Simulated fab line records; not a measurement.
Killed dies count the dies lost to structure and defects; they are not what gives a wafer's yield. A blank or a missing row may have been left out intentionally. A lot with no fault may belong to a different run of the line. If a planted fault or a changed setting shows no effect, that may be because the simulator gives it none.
Tool commonality check :: flow gf180mcu :: Lots sampled 11, wafers sampled 33

REASON IT WAS OPENED
At GF_POLY_GATE_THK_MEAS_01 the reading POLY_GATE_CVD_00_THK is flagged on 2 of 11 lots. No-fault wafers: 199.9 nm, standard deviation 2.
Rule: a lot is flagged when every wafer of it that has a number lies more than 4 standard deviations from that mean, or none has a number. The other lots count as sound.

lot: L408
measured: day 9 07:56
on: film metro-02
POLY_GATE_CVD_00_THK (nm), wafer by wafer: 199.1 198.7 199.3
flag: 

lot: L409
measured: day 9 10:48
on: film metro-01
POLY_GATE_CVD_00_THK (nm), wafer by wafer: 200.9 200.9 202.8
flag: 

lot: L412
measured: day 10 11:02
on: film metro-01
POLY_GATE_CVD_00_THK (nm), wafer by wafer: 199.6 201.0 200.6
flag: 

lot: L414
measured: day 11 06:16
on: film metro-04
POLY_GATE_CVD_00_THK (nm), wafer by wafer: 203.8 202.2 204.1
flag: 

lot: L415
measured: day 11 10:44
on: film metro-04
POLY_GATE_CVD_00_THK (nm), wafer by wafer: 198.6 197.6 197.1
flag: 

lot: L416
measured: day 11 17:19
on: film metro-04
POLY_GATE_CVD_00_THK (nm), wafer by wafer: 197.8 196.5 197.5
flag: 

lot: L421
measured: day 13 04:10
on: film metro-04
POLY_GATE_CVD_00_THK (nm), wafer by wafer: 144.1 145.1 144.6
flag: FLAGGED

lot: L422
measured: day 13 08:46
on: film metro-04
POLY_GATE_CVD_00_THK (nm), wafer by wafer: 141.8 143.9 142.4
flag: FLAGGED

lot: L425
measured: day 14 07:48
on: film metro-01
POLY_GATE_CVD_00_THK (nm), wafer by wafer: 200.7 199.1 199.9
flag: 

lot: L426
measured: day 14 11:20
on: film metro-02
POLY_GATE_CVD_00_THK (nm), wafer by wafer: 197.3 200.4 199.8
flag: 

lot: L428
measured: day 15 04:18
on: film metro-02
POLY_GATE_CVD_00_THK (nm), wafer by wafer: 199.8 201.3 199.4
flag: 
On average the flagged lots' numbers are 143.7 nm, which is -56.2 nm against the usual, or -28 standard deviations.

EACH LOT AND THE TOOL IT RAN ON
2 process steps preceding the reading are held in the record, out of 602 steps in the route. Read each cell as the tool, then ch plus the chambers that the sampled wafers visited, then the start.
lot: L408
flag: 
GF_NWELL_STRIP_10: plasma asher-03 ch 0,1, day 4 01:22
GF_POLY_GATE_CVD_00: lpcvd-01 ch 1, day 9 06:35

lot: L409
flag: 
GF_NWELL_STRIP_10: plasma asher-03 ch 0,1, day 4 04:22
GF_POLY_GATE_CVD_00: lpcvd-02 ch 0, day 9 09:27

lot: L412
flag: 
GF_NWELL_STRIP_10: plasma asher-01 ch 0,1, day 4 20:52
GF_POLY_GATE_CVD_00: lpcvd-01 ch 1, day 10 09:41

lot: L414
flag: 
GF_NWELL_STRIP_10: plasma asher-01 ch 0,1, day 5 10:07
GF_POLY_GATE_CVD_00: lpcvd-02 ch 1, day 11 04:16

lot: L415
flag: 
GF_NWELL_STRIP_10: plasma asher-03 ch 0,1, day 5 14:24
GF_POLY_GATE_CVD_00: lpcvd-01 ch 0, day 11 09:22

lot: L416
flag: 
GF_NWELL_STRIP_10: plasma asher-04 ch 0,1, day 5 20:55
GF_POLY_GATE_CVD_00: lpcvd-01 ch 0, day 11 15:58

lot: L421
flag: FLAGGED
GF_NWELL_STRIP_10: plasma asher-01 ch 0,1, day 6 22:17
GF_POLY_GATE_CVD_00: lpcvd-01 ch 1, day 13 02:49

lot: L422
flag: FLAGGED
GF_NWELL_STRIP_10: plasma asher-01 ch 0,1, day 7 03:28
GF_POLY_GATE_CVD_00: lpcvd-01 ch 1, day 13 07:26

lot: L425
flag: 
GF_NWELL_STRIP_10: plasma asher-04 ch 0,1, day 7 20:51
GF_POLY_GATE_CVD_00: lpcvd-02 ch 1, day 14 06:27

lot: L426
flag: 
GF_NWELL_STRIP_10: plasma asher-03 ch 0,1, day 8 01:07
GF_POLY_GATE_CVD_00: lpcvd-02 ch 1, day 14 10:00

lot: L428
flag: 
GF_NWELL_STRIP_10: plasma asher-04 ch 0,1, day 8 11:25
GF_POLY_GATE_CVD_00: lpcvd-02 ch 1, day 15 02:58
What these steps do:
- GF_NWELL_STRIP_10: strips in O2/N2.
- GF_POLY_GATE_CVD_00: deposits poly-Si, target thk 200 nm, time 1200 s.
- GF_POLY_GATE_THK_MEAS_01

FLAGGED AGAINST TOTAL, ONE TOOL AT A TIME (gauges that did the reading follow at the end)
step: GF_NWELL_STRIP_10
tool: plasma asher-01
lots run: 4
flagged: 2
share of the flagged lots: all
sound lots run after its first flagged lot: 0

step: GF_NWELL_STRIP_10
tool: plasma asher-03
lots run: 4
flagged: 0
share of the flagged lots: none
sound lots run after its first flagged lot: -

step: GF_NWELL_STRIP_10
tool: plasma asher-04
lots run: 3
flagged: 0
share of the flagged lots: none
sound lots run after its first flagged lot: -

step: GF_POLY_GATE_CVD_00
tool: lpcvd-01
lots run: 6
flagged: 2
share of the flagged lots: all
sound lots run after its first flagged lot: 0

step: GF_POLY_GATE_CVD_00
tool: lpcvd-02
lots run: 5
flagged: 0
share of the flagged lots: none
sound lots run after its first flagged lot: -

step: GF_POLY_GATE_THK_MEAS_01
tool: film metro-01
lots run: 3
flagged: 0
share of the flagged lots: none
sound lots run after its first flagged lot: -

step: GF_POLY_GATE_THK_MEAS_01
tool: film metro-02
lots run: 3
flagged: 0
share of the flagged lots: none
sound lots run after its first flagged lot: -

step: GF_POLY_GATE_THK_MEAS_01
tool: film metro-04
lots run: 5
flagged: 2
share of the flagged lots: all
sound lots run after its first flagged lot: 0

WHAT THE TABLE PERMITS
Rows of the table that ran every flagged lot, 3 in all: plasma asher-01 at GF_NWELL_STRIP_10, lpcvd-01 at GF_POLY_GATE_CVD_00, film metro-04 at GF_POLY_GATE_THK_MEAS_01.
- plasma asher-01 at GF_NWELL_STRIP_10: 2 of its 4 lots flagged. It ran its last sound lot, L414, at day 5 10:07 and its first flagged lot, L421, at day 6 22:17: a fault with its onset between the two fits.
- lpcvd-01 at GF_POLY_GATE_CVD_00: 2 of its 6 lots flagged. It ran its last sound lot, L416, at day 11 15:58 and its first flagged lot, L421, at day 13 02:49: a fault with its onset between the two fits.
- film metro-04 at GF_POLY_GATE_THK_MEAS_01: 2 of its 5 lots flagged. It ran its last sound lot, L416, at day 11 17:19 and its first flagged lot, L421, at day 13 04:10: a fault with its onset between the two fits.
Counting lots can't tell these 3 tools apart, because each fits a fault that began at some hour. More lots, or a look at what each step does to the wafer, might.

WHAT THE SIMULATOR HAD PUT IN
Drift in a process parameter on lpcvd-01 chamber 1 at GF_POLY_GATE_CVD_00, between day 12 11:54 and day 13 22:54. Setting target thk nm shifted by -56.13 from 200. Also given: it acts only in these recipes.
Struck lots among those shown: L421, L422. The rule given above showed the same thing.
